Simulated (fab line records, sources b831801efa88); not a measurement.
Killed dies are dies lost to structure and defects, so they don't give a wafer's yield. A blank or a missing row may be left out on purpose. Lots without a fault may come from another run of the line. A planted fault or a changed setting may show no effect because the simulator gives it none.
Which tool did it? | flow sky130 | 7 lots, 21 wafers sampled, at 1 step of a route of 708

WHAT THE GAUGES READ, wafer by wafer
SKY_SONOS_ONO_THK_MEAS_01.
lot  | measured     | on            | SONOS_ONO_OXIDATION_THK (nm)
L349 | day 12 00:18 | film_metro-01 | 2.74 2.73 2.72
L352 | day 12 05:55 | film_metro-03 | 2.61 2.67 2.70
L354 | day 12 22:13 | film_metro-04 | 2.60 2.53 2.53
L356 | day 13 23:08 | film_metro-01 | 2.48 2.56 2.58
L367 | day 17 11:19 | film_metro-04 | 2.59 2.65 2.56
L370 | day 18 04:05 | film_metro-04 | 2.63 2.54 2.66
L372 | day 18 23:30 | film_metro-01 | 2.48 2.54 2.60

WHICH TOOL RAN EACH LOT (tool, then ch and the chambers of the sampled wafers, then the start)
The record holds no process step before these readings.

THE ANSWER, worked out from the rows above alone
Rule: what is usual is taken from the lots themselves. Put in order of their means at a reading, lots are off if they are a third of the lots or fewer, leave a main group of 4 or more, and stand apart from it by a gap of 3 or more times the standard deviation of the main group's means; of several such gaps the widest counts. A main group whose means are all the same, to the digits that the tables above print for the reading, isn't used. A lot without any number at a reading at which 4 lots or more have one is off too. The other lots that the step has rows for count as sound.
No lot is off at any reading shown: from this, nothing can be told.

WHAT THE SIMULATOR HAD PUT IN
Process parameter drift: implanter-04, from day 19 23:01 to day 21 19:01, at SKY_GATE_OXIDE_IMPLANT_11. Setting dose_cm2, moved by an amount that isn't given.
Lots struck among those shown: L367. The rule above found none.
